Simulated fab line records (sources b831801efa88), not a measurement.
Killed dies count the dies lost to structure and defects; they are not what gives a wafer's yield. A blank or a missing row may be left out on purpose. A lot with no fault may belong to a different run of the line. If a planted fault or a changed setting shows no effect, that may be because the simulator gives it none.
Chamber matching    flow gf180mcu    cmp-02 running GF_V1_CMP_26: 4 sister chambers
The step polishes, stops on SiO2, t overpolish 15 s, target thk 0 nm. 8 wafers are shown with their chamber, then 8 later ones without.

== WAFERS, EACH WITH ITS CHAMBER ==
wafer   chamber  motor current A (A)  time to endpoint s (s)
L078.5  2        11.9                 95
L081.2  2        11.7                 85
L087.3  1        11.5                 81
L087.6  0        8.7                  83
L088.1  1        11.5                 79
L088.2  3        11.5                 83
L088.4  0        8.4                  82
L089.2  3        12.0                 84

== WAFERS MISSING THEIR CHAMBER ==
wafer   motor current A (A)  time to endpoint s (s)
L089.3  12.0                 81
L089.4  12.0                 90
L090.1  10.7                 78
L090.2  11.8                 84
L090.3  11.7                 85
L094.1  11.0                 83
L094.4  11.7                 81
L094.5  8.9                  82

== WHICH CHAMBER EACH WENT THROUGH ==
wafer   from the rows above           in truth
L089.3  can't be placed: 3 or 1 or 2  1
L089.4  can't be placed: 2 or 3       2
L090.1  can't be placed: 1 or 3       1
L090.2  can't be placed: 3 or 2 or 1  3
L090.3  can't be placed: 3 or 2 or 1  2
L094.1  can't be placed: 1 or 3 or 2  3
L094.4  can't be placed: 3 or 1 or 2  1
L094.5  0                             0
Placed correctly: 1 of 8. Cannot be placed on the basis of these rows: 7; the candidates contain the true chamber in 7. 0 placed wrongly.
How it was worked out, from the rows above alone: a wafer's distance from a chamber is the root of the sum, over the readings, of the square of ((its reading less the chamber's mean) divided by the reading's scatter). If the next closest chamber is less than 2 further off than the closest, the wafer can't be placed; otherwise it belongs to the closest. The mean given for a chamber averages the wafers shown for that chamber. How the scatter is found: for the shown wafers, subtract from each reading the mean of its chamber, square and add these, divide the total by (wafers less chambers), then take the root.
